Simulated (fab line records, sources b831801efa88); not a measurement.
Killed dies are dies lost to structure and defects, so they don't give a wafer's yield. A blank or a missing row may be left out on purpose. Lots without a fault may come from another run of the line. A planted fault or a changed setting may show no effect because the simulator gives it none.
A struck lot beside a sound one | flow sky130 | 14 steps out of a route of 708
Sound: wafers L949.2, L949.4, L949.5. Struck: wafers L957.3, L957.4, L957.5. The cause comes at the end.
At each step with rows: each side's tool, then ch and its chambers, then its first start. Under that, the readings that differ: sound wafers | struck wafers | difference of the means | sigmas: that difference in standard deviations of wafers without a fault.
alike: readings whose means differ by less than 2 such deviations, and words and numbers that are the same on both sides. not compared: withheld readings, readings that some wafer has no value for, bounds like >300 that may hide the same value, and numbers for which the record gives no deviation and whose values overlap.
The two part at a step that has a row with sigmas, a row that says differs or no value, or rows on one side only. Numbers that don't overlap but have no deviation are shown without sigmas and don't part them. A reading that every wafer of one side lacks parts them only if that side has two wafers or more.

SKY_METAL2_SPUTTER_02: material AlCu, target thk 250 nm, time 13.3 s.
  sound on pvd_sputter-02, day 36 14:22; struck on pvd_sputter-01, day 39 01:56
  alike: cathode_dc_power_W, chamber_pressure_pa, throttle_valve_pct
SKY_METAL2_SPUTTER_03: material Ti, target thk 5 nm, time 3.3 s.
  sound on pvd_sputter-02, day 36 14:23; struck on pvd_sputter-01, day 39 01:57
  alike: cathode_dc_power_W, chamber_pressure_pa, throttle_valve_pct
SKY_METAL2_SPUTTER_04: material TiN, target thk 70 nm, time 58.3 s.
  sound on pvd_sputter-02, day 36 14:24; struck on pvd_sputter-01, day 39 01:58
  alike: cathode_dc_power_W, chamber_pressure_pa, throttle_valve_pct
SKY_METAL2_RS_MEAS_05: measures by four-point-probe.
  sound on film_metro-03, day 36 14:28; struck on film_metro-04, day 39 02:04
  alike: METAL2_ALCU_RS
SKY_METAL2_THK_MEAS_06: measures by xrf.
  sound on film_metro-03, day 36 14:35; struck on film_metro-04, day 39 02:10
  alike: METAL2_ALCU_THK
then, 7 steps without rows for these wafers: SKY_METAL2_DEHYDRATE_07 (time 60 s); SKY_METAL2_HMDS_08 (prime time 60 s); SKY_METAL2_COAT_09 (resist thk 60 nm); SKY_METAL2_COAT_10 (resist thk 450 nm); SKY_METAL2_SOFTBAKE_11 (time 90 s); SKY_METAL2_EXPOSE_12 (exposes mask MM2, target cd 140 nm); SKY_METAL2_PEB_13.
SKY_METAL2_DEVELOP_14: develop time 61.34 s.
  sound on litho_track-01 ch 0, day 37 16:00; struck on litho_track-04, day 40 02:00
  no value came back on the struck wafers for chill_plate_temp_C (C), develop_time_s (s); on the sound wafers chill_plate_temp_C (C) reads 23.22 22.98 23.04
  reading                                       | sound             | struck          | difference | sigmas
  model.KrF-thick_of_METAL2_COAT_10.thk_nm (nm) | 436.3 436.5 436.6 | 450.6 452 451.4 | +14.9      |
SKY_METAL2_CD_MEAS_15: target cd 140 nm.
  sound on cd_sem-01, day 37 16:20; struck on cd_sem-01, day 40 03:04
  reading    | sound             | struck | difference                    | sigmas
  cd_nm (nm) | 140.4 142.7 141.6 | - - -  | no value on the struck wafers |

WHERE THEY PART
First at SKY_METAL2_DEVELOP_14; last, within this record, at SKY_METAL2_CD_MEAS_15.

WHY: what the simulator had put in
Skipped step whole: litho_track-04, from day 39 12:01 on, at SKY_METAL2_DEVELOP_14. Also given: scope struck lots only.
